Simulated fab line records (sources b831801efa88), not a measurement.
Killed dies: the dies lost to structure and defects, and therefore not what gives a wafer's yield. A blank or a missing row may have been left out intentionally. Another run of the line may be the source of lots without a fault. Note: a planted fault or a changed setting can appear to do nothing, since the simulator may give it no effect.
Code-filled problem report in 8D (eight disciplines) form / flow sfqLine / the parts of the form that need people (team, actions taken, sign-off) are left out

## 1. THE ISSUE
At SFQ_TRILAYER_I4_VIA_LITHO_PEB_106, heaterPowerTotalW averages 81.75 W over 6 wafers from 2 lots, while fault-free wafers read 79.16 W, standard deviation 0.061. That puts it +42 standard deviations away from the usual mean.
The step: peb time 60 s.
Seen first at day 57 04:37 on lithoTrack-01, wafer L253.1. The record holds 42 wafers of 14 lots with a number at this step. The rule behind "out" and "out of limits": a value lying over 4 standard deviations away from the usual mean. The other wafers with a number count as sound.

## 2. WHAT IT IS AND WHAT IT IS NOT
question=which readings at this step | is=heaterPowerTotalW, plateTempC | is not=-
question=which lots | is=L253, L256 | is not=L235, L236, L238, L239, L241, L242, L243, L245, L249, L252, L257, L258
question=which wafers of those lots | is=all that have a number | is not=-
question=read on which tools | is=lithoTrack-01 | is not=lithoTrack-03, lithoTrack-04
question=when | is=from day 57 04:37 | is not=up to then (30 sound wafers); but 6 sound wafers of L257, L258 came after

## 3. WHAT RULES OUT EACH SUSPECT
Counting: any tool at a process step up to the reading is kept as a suspect provided that every lot that is out went through it and no sound lot did after the first of them.
- rieMetal-03 at SFQ_TRILAYER_M4_STRIP_STRIP_097 (strips in O2): kept. It ran every lot that is out, first L253 (day 51 05:07), and no sound lot after that; its last sound lot up to then is L245 (day 48 23:22).
- lithoTrack-01 at SFQ_TRILAYER_I4_VIA_LITHO_PEB_106 (peb time 60 s): kept. It ran every lot that is out, first L253 (day 57 04:37), and no sound lot after that; its last sound lot up to then is L252 (day 56 21:25). On those wafers its own readings are out: heaterPowerTotalW, plateTempC.
Remaining after the count are rieMetal-03 at SFQ_TRILAYER_M4_STRIP_STRIP_097 and lithoTrack-01 at SFQ_TRILAYER_I4_VIA_LITHO_PEB_106.

## 4. THE CAUSE (what the simulator had put in)
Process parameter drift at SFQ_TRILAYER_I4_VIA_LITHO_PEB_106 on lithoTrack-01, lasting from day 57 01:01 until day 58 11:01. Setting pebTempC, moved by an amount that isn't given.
Counting leaves 2 suspects; this tool is one of them.

## 5. THE EFFECT CHAIN, in route order
Rows list readings where the struck wafers' mean (over those with a number) sits beyond 3 standard deviations from the usual. Only readings for which the record gives a usual standard deviation are gone through. hours: the time from each lot's start at the first step in this table that gives one to its start at this step, as a median over the lots. sigmas: the change in usual standard deviations.
hours=0; step=SFQ_TRILAYER_I4_VIA_LITHO_PEB_106; reading=heaterPowerTotalW; usual=79.16 W; on struck wafers=81.75; change=+2.59; sigmas=+42
hours=0; step=SFQ_TRILAYER_I4_VIA_LITHO_PEB_106; reading=plateTempC; usual=115.01 C; on struck wafers=117.98; change=+2.97; sigmas=+27
Process steps it contains:
- SFQ_TRILAYER_I4_VIA_LITHO_PEB_106: peb time 60 s.

## 6. HOW IT WOULD HAVE BEEN CAUGHT EARLIER
First out-of-limits reading in this record: day 57 04:37, which is 4 hours after fault onset at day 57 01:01.
